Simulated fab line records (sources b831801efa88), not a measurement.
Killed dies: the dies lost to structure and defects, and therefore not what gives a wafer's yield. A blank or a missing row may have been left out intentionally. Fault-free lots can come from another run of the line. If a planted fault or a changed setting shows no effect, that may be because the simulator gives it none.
Which tool is to blame? || flow gf180mcu || 17 wafers sampled from 6 lots at 1 step of a route of 602

== WHAT EACH GAUGE READ, for each wafer ==
GF_DUAL_GATE_THK_MEAS_03.
{"lot": "L602", "measured": "day 8 11:23", "on": "filmMetro-01", "DUAL_GATE_OXIDATION_00_THK (nm)": "10.75 10.64 10.72"}
{"lot": "L604", "measured": "day 8 21:16", "on": "filmMetro-01", "DUAL_GATE_OXIDATION_00_THK (nm)": "10.82 11.12 10.94"}
{"lot": "L606", "measured": "day 9 12:07", "on": "filmMetro-02", "DUAL_GATE_OXIDATION_00_THK (nm)": "10.80 11.12 10.76"}
{"lot": "L608", "measured": "day 10 00:14", "on": "filmMetro-04", "DUAL_GATE_OXIDATION_00_THK (nm)": "10.99 10.76 11.04"}
{"lot": "L610", "measured": "day 10 10:26", "on": "filmMetro-02", "DUAL_GATE_OXIDATION_00_THK (nm)": "10.57 10.77 10.68"}
{"lot": "L619", "measured": "day 13 09:52", "on": "filmMetro-02", "DUAL_GATE_OXIDATION_00_THK (nm)": "11.26 11.11"}

== WHAT TOOL EACH LOT RAN ON (gives the tool, then ch and the chambers of the sampled wafers, and finally the start) ==
There is no process step in the record ahead of these readings.

== THE ANSWER, worked out from the rows above alone ==
Rule: what is usual is taken from the lots themselves. The widest of any qualifying gaps counts: lots, ordered by their means at a reading, are off when they make up no more than a third of the lots, leave a main group of 4 or more, and stand apart from it by 3 or more times the standard deviation of that group's means. The tables above print the reading to a certain number of digits; a main group whose means all agree to those digits is not used. A lot without any number at a reading at which 4 lots or more have one is off too. Where the step has rows for the other lots, those lots are counted as sound.
Across all readings shown, no lot is off: no conclusion can be drawn from this.

== WHAT HAD BEEN PUT IN BY THE SIMULATOR ==
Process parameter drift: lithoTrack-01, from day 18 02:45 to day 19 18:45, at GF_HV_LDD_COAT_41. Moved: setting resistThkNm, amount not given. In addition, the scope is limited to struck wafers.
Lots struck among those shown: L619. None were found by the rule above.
